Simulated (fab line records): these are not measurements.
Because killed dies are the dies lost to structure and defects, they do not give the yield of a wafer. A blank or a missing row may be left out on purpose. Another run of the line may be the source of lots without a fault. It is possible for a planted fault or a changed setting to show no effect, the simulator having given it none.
The same fault as seen by 2 desks | flow sky130 | what lay behind the numbers comes last; until then each desk has only its own

FROM THE METROLOGY DESK
Lot by lot, what the gauges showed, no matter which tool ran the lot: averages of those sampled wafers that carry a number. If a lot's mean is further than 4 standard deviations from the usual mean, the lot is out of limits and carries the mark OUT (the distance appears in the brackets).
Columns: A = GATE_OXIDE_OVL at SKY_GATE_OXIDE_OVL_MEAS_10, usual 0.3 nm; B = POLY_GATE_CVD_00_THK at SKY_POLY_GATE_THK_MEAS_01, usual 179.6 nm
lot  | first seen here | A    | B
L632 | day 13 23:25    | -2.3 | 180.0
L633 | day 14 02:35    | 0.2  | 176.3
L636 | day 15 06:20    | 0.7  | 177.7
L637 | day 15 12:45    | -0.7 | 178.1
L638 | day 15 19:52    | -0.6 | 177.7
L639 | day 16 04:43    | 2.5  | 179.3
L642 | day 17 02:26    | -0.4 | 180.5
L645 | day 18 10:23    | 0.5  | 177.3
L648 | day 19 06:59    | 0.9  | 179.8
L650 | day 20 04:14    | 0.2  | 179.3
L651 | day 20 12:25    | -2.6 | 181.2
L653 | day 21 05:11    | -1.7 | 179.9
L654 | day 21 12:38    | 1.6  | 183.2
This desk found nothing out of limits on any of the 13 lots.

THE TOOL OWNER'S DESK: lithoTrack-01
The tool's own readings at SKY_RES_XHIGH_COAT_02 (resist thk 1140 nm): means of the sampled wafers that have a number, for each lot that ran on this tool. If a lot's mean is further than 4 standard deviations from the usual mean, the lot is out of limits and carries the mark OUT (the distance appears in the brackets).
Columns: A = exhaustPa at SKY_RES_XHIGH_COAT_02, usual 45.1 Pa; B = spinSpeedRpm at SKY_RES_XHIGH_COAT_02, usual 3000.5 rpm
lot  | first seen here | A    | B
L633 | day 26 06:20    | 44.4 | 2999.6
L636 | day 27 10:08    | 45.6 | 3000.8
L637 | day 27 21:11    | 45.8 | 3000.5
L642 | day 29 11:04    | 45.3 | 3001.5
L648 | day 31 06:31    | 43.2 | 3001.1
L650 | day 32 03:52    | 44.6 | 3003.2
L651 | day 32 10:37    | 44.5 | 3000.2
This desk found nothing out of limits on any of the 7 lots.

ALL TOGETHER
From the metrology desk's view, nothing was out of limits.
Nothing out of limits was seen by the tool owner's desk.

WHAT THE SIMULATOR PUT IN
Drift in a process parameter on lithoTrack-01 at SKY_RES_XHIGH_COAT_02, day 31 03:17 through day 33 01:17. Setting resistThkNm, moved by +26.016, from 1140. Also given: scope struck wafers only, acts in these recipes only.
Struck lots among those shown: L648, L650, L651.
